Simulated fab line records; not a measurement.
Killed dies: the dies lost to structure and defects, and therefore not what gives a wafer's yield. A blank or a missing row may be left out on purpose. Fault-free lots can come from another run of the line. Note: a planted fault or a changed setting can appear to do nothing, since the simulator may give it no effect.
fab line records	flow sky130
record: lots: 24	wafers: 72	last_day: 50
route steps=708 shown METAL1@452 VIA1@461 VIA2@531 VIA3@575 METAL4@598 CAP2M@607
lots with no fault: from the same line, run without faults
start_h: start of the lot's first displayed wafer, in hours after the record's first day	wait_h: how many hours have passed since the lot's step before this one	" the same as in the row above	L1.1+2: a single row standing in for several wafers	- either no value or no given start	* or withheld: withheld	< > ~ a bound
route shown NAME@n: NAME is a module with steps in the file, n the number in the route of the first one	usual: mean/standard deviation of fault-free wafers	same: alike in all rows	chamber/n: place in a boat	sites: per-site readings	_std_site: their standard deviation	_edge_site: inner sites' mean taken away from outer sites' mean	radius_mm: for every site, how far away it sits from the centre of the wafer	mask NAME#n: copy n	behind: the most recent tool/chamber to have shaped the wafer	hold: cause of the lot's hold/its duration in hours/its outcome	device: whichever transistor did not switch (one of n, p or np)	end of line: tests of these same wafers at the route's end	step lacking rows: just its recipe	killed: dies lost to structure and defects at the first sort, not the wafer's yield	map: shows each die of a wafer: x if killed, . if not, _ if none is there
set.NAME: setting as actually run; set.NAME@STEP: the setting as run at that earlier step	model.NAME: the simulator's own value behind a step, which no gauge read
steps of the route over a sample of lots; a table a step, a row a wafer
services: a tool's chamber out of use, with start hour (start_h, from the record's first day; less than 0 if before it), hours out, and reason
== steps ==
step: SKY_METAL1_ETCH_18
recipe: chemistry: N2/H2	target: BARC	ion_energy_ev: 200	bias_w: 100	pressure_mtorr: 30	n2_flow_sccm: 100	h2_flow_sccm: 200	icp_w: 500	stop_on: SiO2	time_s: 45.9	target_depth_a: 600
usual: drypump_motor_current_A: 5.7/0.34	oes_product_au: 0.854/0.005	throttle_valve_pct: 13.225/0.0092
lot.wafer	tool	chamber	start_h	wait_h	drypump_motor_current_A	oes_product_au	rf_hours_counter_h	throttle_valve_pct
L074.2	rie_metal-04	1	754.65	0.0	6.0	0.855	13	13.210
L074.3	"	0	"	"	5.7	0.858	-	13.233
L074.4	"	1	"	"	6.1	0.852	-	13.226
L075.3	rie_metal-03	1	767.11	0.0	6.3	0.860	-	13.210
L075.4	"	0	"	"	5.4	0.848	-	13.225
L075.5	"	1	"	"	6.3	0.864	-	13.239
L076.1	rie_metal-03	0	772.50	0.0	5.4	0.856	1	13.228
L076.2	"	1	"	"	6.3	0.850	15	13.206
L076.6	"	1	"	"	6.3	0.858	-	13.214
L077.1	rie_metal-01	0	778.93	0.1	5.3	0.866	5	13.217
L077.5	"	0	"	"	5.3	0.861	-	13.236
L077.6	"	0	"	"	5.3	0.850	-	13.242
L078.1	rie_metal-04	0	785.71	0.0	5.7	0.852	3	13.218
L078.2	"	1	"	"	6.0	0.858	14	13.225
L078.3	"	0	"	"	5.7	0.854	-	13.226
L079.2	rie_metal-03	0	829.45	0.0	5.4	0.852	2	13.223
L079.5	"	0	"	"	5.4	0.849	-	13.223
L079.6	"	1	"	"	6.3	0.855	-	13.230
L080.1	rie_metal-04	0	830.63	0.1	5.7	0.854	4	13.223
L080.3	"	0	"	"	5.7	0.857	-	13.225
L080.4	"	0	"	"	5.7	0.847	-	13.227
L081.1	rie_metal-01	0	832.09	0.0	5.3	0.855	9	13.224
L081.3	"	0	"	"	5.3	0.856	-	13.213
L081.4	"	1	"	"	5.7	0.857	-	13.229
L082.2	rie_metal-03	1	834.50	0.0	6.3	0.860	18	13.227
L082.5	"	1	"	"	6.3	0.855	-	13.230
L082.6	"	0	"	"	5.4	0.848	-	13.223
L084.1	rie_metal-04	0	837.13	0.1	5.7	0.847	4	13.223
L084.3	"	0	"	"	5.7	0.853	-	13.224
L084.6	"	0	"	"	5.7	0.850	-	13.240
L083.1	rie_metal-01	0	841.33	0.1	5.3	0.855	9	13.216
L083.3	"	0	"	"	5.3	0.857	-	13.233
L083.6	"	0	"	"	5.3	0.848	-	13.236
L086.1	rie_metal-03	0	853.28	0.1	5.4	0.853	4	13.222
L086.2	"	0	"	"	5.4	0.859	-	13.223
L086.6	"	0	"	"	5.4	0.849	-	13.227
L085.4	rie_metal-04	1	860.31	0.0	6.0	0.852	-	13.234
L085.5	"	0	"	"	5.7	0.857	-	13.227
L085.6	"	1	"	"	6.0	0.850	-	13.222
L087.2	rie_metal-03	0	862.50	0.1	5.4	0.848	-	13.229
L087.4	"	0	"	"	5.4	0.856	-	13.216
L087.5	"	0	"	"	5.4	0.852	-	13.208
L088.1	rie_metal-03	1	879.25	0.0	6.3	0.870	0	13.232
L088.4	"	0	"	"	5.4	0.855	-	13.229
L088.5	"	1	"	"	6.3	0.860	-	13.225
L089.2	rie_metal-04	0	901.01	0.0	5.7	0.863	7	13.213
L089.5	"	0	"	"	5.7	0.850	-	13.207
L089.6	"	1	"	"	6.0	0.850	-	13.219
L092.3	rie_metal-01	0	913.33	0.0	5.3	0.853	-	13.226
L092.4	"	1	"	"	5.7	0.858	-	13.209
L092.5	"	1	"	"	5.7	0.857	-	13.217
L091.1	rie_metal-04	1	914.19	0.0	6.0	0.855	3	13.228
L091.3	"	0	"	"	5.7	0.853	-	13.242
L091.5	"	1	"	"	6.0	0.853	-	13.216
L090.1	rie_metal-01	0	914.50	0.0	5.3	0.861	12	13.220
L090.5	"	0	"	"	5.3	0.853	-	13.220
L090.6	"	1	"	"	5.7	0.853	-	13.245
L093.2	rie_metal-01	1	925.90	0.0	5.7	0.848	3	13.221
L093.3	"	0	"	"	5.3	0.855	-	13.236
L093.4	"	1	"	"	5.7	0.863	-	13.215
L094.1	rie_metal-04	0	929.65	0.0	5.7	0.851	9	13.236
L094.4	"	0	"	"	5.7	0.847	-	13.238
L094.5	"	1	"	"	6.0	0.856	-	13.230
L095.3	rie_metal-04	1	937.96	0.0	6.0	0.852	-	13.227
L095.4	"	0	"	"	5.7	0.855	-	13.230
L095.5	"	1	"	"	6.0	0.860	-	13.218
L096.1	rie_metal-03	0	938.29	0.0	5.4	0.853	8	13.237
L096.3	"	1	"	"	6.3	0.859	-	13.222
L096.5	"	0	"	"	5.4	0.851	-	13.236
L097.1	rie_metal-03	0	957.49	0.0	5.4	0.854	8	13.214
L097.2	"	1	"	"	6.3	0.863	4	13.225
L097.3	"	1	"	"	6.3	0.850	-	13.218
step: SKY_VIA1_BOW_MEAS_03
recipe: mode: bow
usual: VIA1_BOW: 80/6.1
lot.wafer	tool	chamber	start_h	wait_h	VIA1_BOW[um]
L074.2	film_metro-04	-	755.94	0.1	84
L074.3	"	-	"	"	77
L074.4	"	-	"	"	83
L075.3	film_metro-04	-	768.39	0.3	69
L075.4	"	-	"	"	90
L075.5	"	-	"	"	80
L076.1	film_metro-04	-	773.81	0.2	85
L076.2	"	-	"	"	80
L076.6	"	-	"	"	78
L077.1	film_metro-03	-	780.33	0.1	81
L077.5	"	-	"	"	76
L077.6	"	-	"	"	81
L078.1	film_metro-04	-	786.96	0.1	85
L078.2	"	-	"	"	76
L078.3	"	-	"	"	75
L079.2	film_metro-03	-	830.71	0.1	70
L079.5	"	-	"	"	86
L079.6	"	-	"	"	88
L080.1	film_metro-03	-	832.01	0.1	88
L080.3	"	-	"	"	77
L080.4	"	-	"	"	78
L081.1	film_metro-02	-	833.31	0.1	80
L081.3	"	-	"	"	88
L081.4	"	-	"	"	94
L082.2	film_metro-02	-	835.80	0.1	92
L082.5	"	-	"	"	80
L082.6	"	-	"	"	93
L084.1	film_metro-02	-	838.51	0.1	74
L084.3	"	-	"	"	90
L084.6	"	-	"	"	86
L083.1	film_metro-03	-	842.71	0.1	70
L083.3	"	-	"	"	85
L083.6	"	-	"	"	78
L086.1	film_metro-02	-	854.65	0.1	78
L086.2	"	-	"	"	88
L086.6	"	-	"	"	85
L085.4	film_metro-04	-	861.73	0.2	82
L085.5	"	-	"	"	76
L085.6	"	-	"	"	79
L087.2	film_metro-03	-	863.87	0.2	76
L087.4	"	-	"	"	75
L087.5	"	-	"	"	80
L088.1	film_metro-03	-	880.47	0.1	76
L088.4	"	-	"	"	74
L088.5	"	-	"	"	79
L089.2	film_metro-02	-	902.34	0.3	79
L089.5	"	-	"	"	77
L089.6	"	-	"	"	85
L092.3	film_metro-02	-	914.60	0.1	84
L092.4	"	-	"	"	80
L092.5	"	-	"	"	76
L091.1	film_metro-04	-	915.41	0.2	70
L091.3	"	-	"	"	83
L091.5	"	-	"	"	73
L090.1	film_metro-03	-	915.75	0.1	83
L090.5	"	-	"	"	73
L090.6	"	-	"	"	87
L093.2	film_metro-03	-	927.15	0.3	78
L093.3	"	-	"	"	73
L093.4	"	-	"	"	77
L094.1	film_metro-04	-	930.86	0.2	77
L094.4	"	-	"	"	78
L094.5	"	-	"	"	64
L095.3	film_metro-03	-	939.19	0.2	80
L095.4	"	-	"	"	80
L095.5	"	-	"	"	79
L096.1	film_metro-04	-	939.50	0.2	81
L096.3	"	-	"	"	71
L096.5	"	-	"	"	81
L097.1	film_metro-03	-	958.79	0.1	86
L097.2	"	-	"	"	74
L097.3	"	-	"	"	80
step: SKY_VIA2_CMP_24
recipe: stop_on: SiO2	t_overpolish_s: 20	down_force_psi: 3.5	platen_rpm: 60	target_thk_nm: 0	pad_velocity_m_s: 0.94248
usual: motor_current_A: 10.8/0.84	overpolish_run_s: 19.999/0.0085	time_to_endpoint_s: 101.7/2.9
lot.wafer	tool	chamber	start_h	wait_h	motor_current_A	overpolish_run_s	time_to_endpoint_s
L074.4	cmp-01	3	839.94	0.0	10.6	19.992	103.7
L074.2	"	1	"	"	10.0	20.001	102.8
L074.3	"	2	"	"	12.0	19.985	102.9
L075.3	cmp-01	1	850.04	0.1	9.9	19.986	104.0
L075.4	"	2	"	"	12.6	19.992	101.8
L075.5	"	0	"	"	11.8	19.999	99.1
L076.1	cmp-02	0	856.23	0.1	10.3	20.004	101.5
L076.2	"	2	"	"	11.1	20.003	100.2
L076.6	"	1	"	"	10.2	19.986	96.7
L077.1	cmp-02	3	863.23	0.1	10.8	19.988	97.4
L077.5	"	2	"	"	11.2	19.999	102.3
L077.6	"	3	"	"	10.5	19.990	102.9
L078.1	cmp-02	2	870.25	0.1	11.0	19.998	102.6
L078.2	"	3	"	"	10.4	19.989	100.1
L078.3	"	0	"	"	10.4	20.007	101.5
L079.2	cmp-01	0	912.87	0.3	11.8	19.994	102.3
L079.6	"	1	"	"	10.2	20.005	104.9
L079.5	"	2	"	"	11.8	19.991	101.8
L080.1	cmp-01	3	913.43	0.1	10.4	20.002	100.7
L080.3	"	0	"	"	12.0	19.984	98.2
L080.4	"	1	"	"	10.0	19.993	96.8
L081.1	cmp-02	0	913.95	0.1	10.3	19.995	101.9
L081.4	"	1	"	"	10.3	19.993	99.0
L081.3	"	2	"	"	11.5	19.984	101.0
L082.2	cmp-02	2	916.76	0.2	10.5	20.010	105.8
L082.6	"	3	"	"	10.1	20.001	105.9
L082.5	"	0	"	"	10.3	20.005	102.5
L084.3	cmp-02	0	918.53	0.1	10.4	20.004	107.5
L084.1	"	1	"	"	9.9	19.988	104.1
L084.6	"	2	"	"	10.9	19.998	102.8
L083.3	cmp-01	2	923.62	0.1	12.3	19.985	101.2
L083.1	"	3	"	"	10.2	19.996	102.3
L083.6	"	2	"	"	12.9	20.003	98.5
L086.2	cmp-02	1	935.39	0.1	10.4	20.004	104.7
L086.1	"	2	"	"	10.5	20.016	107.7
L086.6	"	1	"	"	10.3	19.994	101.1
L085.4	cmp-01	1	941.93	0.1	9.7	20.011	102.3
L085.5	"	3	"	"	10.5	19.999	103.2
L085.6	"	0	"	"	11.6	19.991	101.6
L087.4	cmp-01	3	942.57	0.1	10.0	20.015	103.3
L087.2	"	1	"	"	9.6	20.008	104.6
L087.5	"	2	"	"	12.5	20.009	101.0
L088.4	cmp-02	1	960.24	0.0	10.3	20.000	99.2
L088.1	"	3	"	"	10.4	19.992	101.3
L088.5	"	1	"	"	9.9	19.997	99.0
L089.2	cmp-01	1	978.90	0.1	9.7	20.009	101.2
L089.6	"	3	"	"	10.1	20.005	99.0
L089.5	"	0	"	"	12.0	19.987	100.6
L092.4	cmp-01	2	993.49	2.4	12.2	20.004	106.2
L092.3	"	3	"	"	10.6	19.999	106.6
L092.5	"	0	"	"	11.5	20.002	99.7
L091.1	cmp-01	3	993.99	2.2	10.9	20.003	106.8
L091.3	"	1	"	"	10.1	20.010	106.0
L091.5	"	0	"	"	11.7	19.993	105.3
L090.1	cmp-02	3	994.63	2.2	10.2	19.998	99.6
L090.5	"	2	"	"	10.6	19.999	105.7
L090.6	"	3	"	"	10.3	20.014	96.8
L093.2	cmp-01	1	1000.39	0.0	10.0	20.006	98.2
L093.3	"	3	"	"	10.1	19.992	100.7
L093.4	"	0	"	"	11.7	19.993	95.5
L094.1	cmp-02	3	1004.79	0.1	10.4	19.996	100.4
L094.4	"	0	"	"	10.7	19.996	97.5
L094.5	"	3	"	"	10.7	19.991	97.8
L095.4	cmp-01	0	1015.63	0.0	11.4	20.002	101.1
L095.3	"	2	"	"	12.9	19.996	105.6
L095.5	"	1	"	"	9.9	20.002	98.6
L096.1	cmp-01	2	1016.00	0.1	12.7	19.996	103.1
L096.3	"	0	"	"	11.9	19.987	99.5
L096.5	"	1	"	"	10.0	19.999	101.4
L097.3	cmp-02	2	1032.99	0.0	11.1	19.994	102.6
L097.1	"	3	"	"	10.4	20.001	97.7
L097.2	"	1	"	"	10.1	20.015	99.6
step: SKY_VIA3_CMP_02
recipe: material: SiO2	down_force_psi: 4	platen_rpm: 60	pad_velocity_m_s: 0.94248
usual: motor_current_A: 11.8/0.97
lot.wafer	tool	chamber	start_h	wait_h	motor_current_A
L074.2	cmp-02	0	893.66	0.1	11.6
L074.4	"	1	"	"	10.6
L074.3	"	2	"	"	11.8
L075.3	cmp-02	3	902.63	0.1	11.6
L075.4	"	0	"	"	11.7
L075.5	"	2	"	"	12.1
L076.2	cmp-01	2	909.71	0.0	13.2
L076.1	"	3	"	"	11.5
L076.6	"	3	"	"	11.8
L077.1	cmp-01	0	916.61	0.2	13.1
L077.6	"	1	"	"	11.0
L077.5	"	2	"	"	12.9
L078.1	cmp-01	2	922.50	0.1	13.0
L078.2	"	3	"	"	10.9
L078.3	"	0	"	"	12.7
L079.2	cmp-01	3	964.15	0.1	11.2
L079.5	"	1	"	"	11.1
L079.6	"	2	"	"	12.9
L081.3	cmp-02	3	965.20	0.0	11.6
L081.4	"	0	"	"	11.1
L081.1	"	2	"	"	11.9
L080.4	cmp-02	0	965.50	0.2	11.5
L080.1	"	1	"	"	11.1
L080.3	"	2	"	"	12.0
L082.2	cmp-02	1	967.16	0.2	10.8
L082.5	"	2	"	"	11.7
L082.6	"	3	"	"	11.5
L084.1	cmp-01	1	969.71	0.1	11.1
L084.3	"	2	"	"	13.8
L084.6	"	3	"	"	11.2
L083.1	cmp-01	1	975.31	0.1	11.1
L083.3	"	3	"	"	11.1
L083.6	"	2	"	"	14.2
L086.2	cmp-01	0	990.09	4.1	12.8
L086.1	"	2	"	"	14.2
L086.6	"	0	"	"	12.3
L085.4	cmp-02	2	993.98	2.1	11.9
L085.5	"	2	"	"	12.7
L085.6	"	3	"	"	11.3
L087.2	cmp-01	0	994.64	2.0	12.5
L087.4	"	1	"	"	11.5
L087.5	"	3	"	"	11.3
L088.4	cmp-01	3	1009.67	0.1	11.1
L088.1	"	1	"	"	10.8
L088.5	"	3	"	"	10.9
L089.2	cmp-02	0	1024.19	0.2	11.0
L089.5	"	1	"	"	10.5
L089.6	"	2	"	"	12.2
L092.4	cmp-02	3	1040.15	0.1	11.5
L092.3	"	1	"	"	10.9
L092.5	"	2	"	"	11.6
L091.3	cmp-01	1	1041.40	0.1	10.9
L091.1	"	2	"	"	13.0
L091.5	"	0	"	"	12.2
L090.1	cmp-02	3	1041.79	0.3	11.6
L090.5	"	1	"	"	11.2
L090.6	"	2	"	"	12.5
L093.3	cmp-01	2	1047.94	0.0	13.5
L093.4	"	0	"	"	12.4
L093.2	"	1	"	"	10.8
L094.4	cmp-02	0	1051.13	0.1	11.4
L094.1	"	1	"	"	11.0
L094.5	"	2	"	"	12.2
L095.4	cmp-02	2	1062.31	0.1	11.4
L095.3	"	0	"	"	12.1
L095.5	"	1	"	"	10.3
L096.3	cmp-02	3	1063.31	0.2	11.5
L096.1	"	0	"	"	12.7
L096.5	"	2	"	"	11.7
L097.2	cmp-01	2	1077.90	0.0	14.3
L097.3	"	3	"	"	11.4
L097.1	"	0	"	"	12.2
step: SKY_METAL4_SPUTTER_00
recipe: material: Ti	target_thk_nm: 15	power_w: 3088	time_s: 10	chamber_pressure_pa: 0.4
usual: throttle_valve_pct: 29.6/1.5
lot.wafer	tool	chamber	start_h	wait_h	throttle_valve_pct
L074.2	pvd_sputter-04	-	920.64	0.2	30.4
L074.3	"	-	"	"	30.6
L074.4	"	-	"	"	30.0
L075.3	pvd_sputter-04	-	928.98	0.1	30.3
L075.4	"	-	"	"	27.2
L075.5	"	-	"	"	30.6
L076.1	pvd_sputter-02	-	935.74	0.2	29.2
L076.2	"	-	"	"	30.1
L076.6	"	-	"	"	29.3
L077.1	pvd_sputter-04	-	942.43	0.1	27.4
L077.5	"	-	"	"	30.9
L077.6	"	-	"	"	27.0
L078.1	pvd_sputter-03	-	948.50	0.1	29.5
L078.2	"	-	"	"	31.8
L078.3	"	-	"	"	27.7
L079.2	pvd_sputter-02	-	992.49	0.1	29.3
L079.5	"	-	"	"	30.2
L079.6	"	-	"	"	29.4
L081.1	pvd_sputter-03	-	993.09	0.1	29.4
L081.3	"	-	"	"	29.9
L081.4	"	-	"	"	32.0
L080.1	pvd_sputter-03	-	993.38	0.1	29.5
L080.3	"	-	"	"	30.2
L080.4	"	-	"	"	32.0
L082.2	pvd_sputter-03	-	994.59	0.2	27.7
L082.5	"	-	"	"	31.9
L082.6	"	-	"	"	29.2
L084.1	pvd_sputter-04	-	995.48	0.1	27.0
L084.3	"	-	"	"	30.1
L084.6	"	-	"	"	29.9
L083.1	pvd_sputter-02	-	999.58	0.2	29.5
L083.3	"	-	"	"	30.1
L083.6	"	-	"	"	29.6
L086.1	pvd_sputter-04	-	1012.38	0.2	30.2
L086.2	"	-	"	"	30.9
L086.6	"	-	"	"	30.8
L085.4	pvd_sputter-03	-	1017.83	0.1	32.2
L085.5	"	-	"	"	31.8
L085.6	"	-	"	"	27.8
L087.2	pvd_sputter-03	-	1018.53	0.2	31.9
L087.4	"	-	"	"	30.3
L087.5	"	-	"	"	31.9
L088.1	pvd_sputter-04	-	1033.78	0.2	30.5
L088.4	"	-	"	"	29.9
L088.5	"	-	"	"	29.9
L089.2	pvd_sputter-04	-	1048.18	0.1	30.6
L089.5	"	-	"	"	30.3
L089.6	"	-	"	"	30.2
L092.3	pvd_sputter-04	-	1063.26	0.1	27.1
L092.4	"	-	"	"	30.2
L092.5	"	-	"	"	30.7
L091.1	pvd_sputter-03	-	1064.94	0.2	32.1
L091.3	"	-	"	"	27.6
L091.5	"	-	"	"	31.9
L090.1	pvd_sputter-03	-	1065.44	0.2	30.3
L090.5	"	-	"	"	28.0
L090.6	"	-	"	"	30.2
L093.2	pvd_sputter-03	-	1071.84	0.2	27.9
L093.3	"	-	"	"	30.2
L093.4	"	-	"	"	32.1
L094.1	pvd_sputter-03	-	1074.14	0.1	30.1
L094.4	"	-	"	"	32.0
L094.5	"	-	"	"	29.6
L095.3	pvd_sputter-04	-	1084.75	0.1	31.0
L095.4	"	-	"	"	27.3
L095.5	"	-	"	"	30.0
L096.1	pvd_sputter-03	-	1085.95	0.1	27.4
L096.3	"	-	"	"	29.4
L096.5	"	-	"	"	31.7
L097.1	pvd_sputter-04	-	1099.62	0.1	30.9
L097.2	"	-	"	"	29.9
L097.3	"	-	"	"	30.2
step: SKY_CAP2M_THK_MEAS_04
recipe: thk_meas_gauge: xrf	reads: TiN_of_CAP2M_SPUTTER_02
usual: CAP2M_TIN_THK: 193.3/2.2
lot.wafer	tool	chamber	start_h	wait_h	CAP2M_TIN_THK[nm]
L074.2	film_metro-02	-	921.11	0.1	191.2
L074.3	"	-	"	"	193.3
L074.4	"	-	"	"	194.4
L075.3	film_metro-04	-	929.46	0.1	196.2
L075.4	"	-	"	"	194.2
L075.5	"	-	"	"	193.9
L076.1	film_metro-01	-	936.20	0.1	194.5
L076.2	"	-	"	"	193.4
L076.6	"	-	"	"	194.5
L077.1	film_metro-04	-	942.89	0.1	190.9
L077.5	"	-	"	"	192.4
L077.6	"	-	"	"	192.1
L078.1	film_metro-01	-	948.96	0.1	195.5
L078.2	"	-	"	"	196.0
L078.3	"	-	"	"	197.4
L079.2	film_metro-04	-	992.98	0.1	189.6
L079.5	"	-	"	"	190.1
L079.6	"	-	"	"	189.2
L081.1	film_metro-04	-	993.56	0.1	192.7
L081.3	"	-	"	"	193.9
L081.4	"	-	"	"	194.4
L080.1	film_metro-02	-	993.84	0.1	190.0
L080.3	"	-	"	"	194.3
L080.4	"	-	"	"	191.5
L082.2	film_metro-02	-	995.07	0.1	193.1
L082.5	"	-	"	"	195.3
L082.6	"	-	"	"	191.6
L084.1	film_metro-02	-	995.94	0.1	191.1
L084.3	"	-	"	"	189.7
L084.6	"	-	"	"	191.9
L083.1	film_metro-01	-	1000.06	0.1	195.6
L083.3	"	-	"	"	197.8
L083.6	"	-	"	"	196.6
L086.1	film_metro-01	-	1012.84	0.1	195.2
L086.2	"	-	"	"	195.5
L086.6	"	-	"	"	196.0
L085.4	film_metro-01	-	1018.33	0.1	197.7
L085.5	"	-	"	"	195.9
L085.6	"	-	"	"	196.1
L087.2	film_metro-04	-	1019.00	0.1	192.2
L087.4	"	-	"	"	193.1
L087.5	"	-	"	"	190.8
L088.1	film_metro-02	-	1034.28	0.1	193.5
L088.4	"	-	"	"	193.8
L088.5	"	-	"	"	192.8
L089.2	film_metro-04	-	1048.65	0.1	193.7
L089.5	"	-	"	"	193.2
L089.6	"	-	"	"	192.3
L092.3	film_metro-02	-	1063.75	0.1	194.3
L092.4	"	-	"	"	195.3
L092.5	"	-	"	"	192.9
L091.1	film_metro-04	-	1065.44	0.1	188.7
L091.3	"	-	"	"	190.1
L091.5	"	-	"	"	193.1
L090.1	film_metro-04	-	1065.90	0.1	190.2
L090.5	"	-	"	"	189.7
L090.6	"	-	"	"	190.3
L093.2	film_metro-02	-	1072.31	0.1	191.3
L093.3	"	-	"	"	191.7
L093.4	"	-	"	"	192.6
L094.1	film_metro-04	-	1074.60	0.1	191.9
L094.4	"	-	"	"	193.2
L094.5	"	-	"	"	191.9
L095.3	film_metro-02	-	1085.25	0.1	193.8
L095.4	"	-	"	"	195.9
L095.5	"	-	"	"	193.4
L096.1	film_metro-02	-	1086.42	0.1	196.9
L096.3	"	-	"	"	194.1
L096.5	"	-	"	"	192.3
L097.1	film_metro-02	-	1100.08	0.1	195.3
L097.2	"	-	"	"	195.7
L097.3	"	-	"	"	195.4
== services ==
tool	chamber	start_h	hours	kind
rie_metal-01	1	730.92	9.9	repair
rie_metal-03	-	731.80	1.7	repair
cmp-01	-	744.00	4.0	pm
cmp-01	-	746.87	5.5	repair
pvd_sputter-04	-	757.59	7.3	repair
rie_metal-03	0	774.13	9.1	repair
rie_metal-03	1	780.79	1.1	repair
pvd_sputter-04	-	799.92	4.6	repair
cmp-01	-	861.58	4.8	pm
cmp-01	-	884.46	1.6	repair
cmp-02	-	895.34	0.5	repair
cmp-01	-	901.76	2.8	repair
cmp-02	-	918.87	4.0	pm
pvd_sputter-04	-	925.17	3.5	repair
cmp-02	-	956.10	3.6	pm
rie_metal-04	-	967.80	1.4	repair
pvd_sputter-03	-	969.74	1.6	repair
cmp-02	-	983.60	8.9	pm
cmp-02	-	1013.64	2.5	repair
pvd_sputter-03	-	1025.82	4.5	repair
cmp-01	-	1037.63	0.6	repair
rie_metal-03	-	1038.25	0.4	repair
cmp-01	-	1084.05	4.0	pm
cmp-02	-	1099.43	8.2	pm
== key ==
fault none
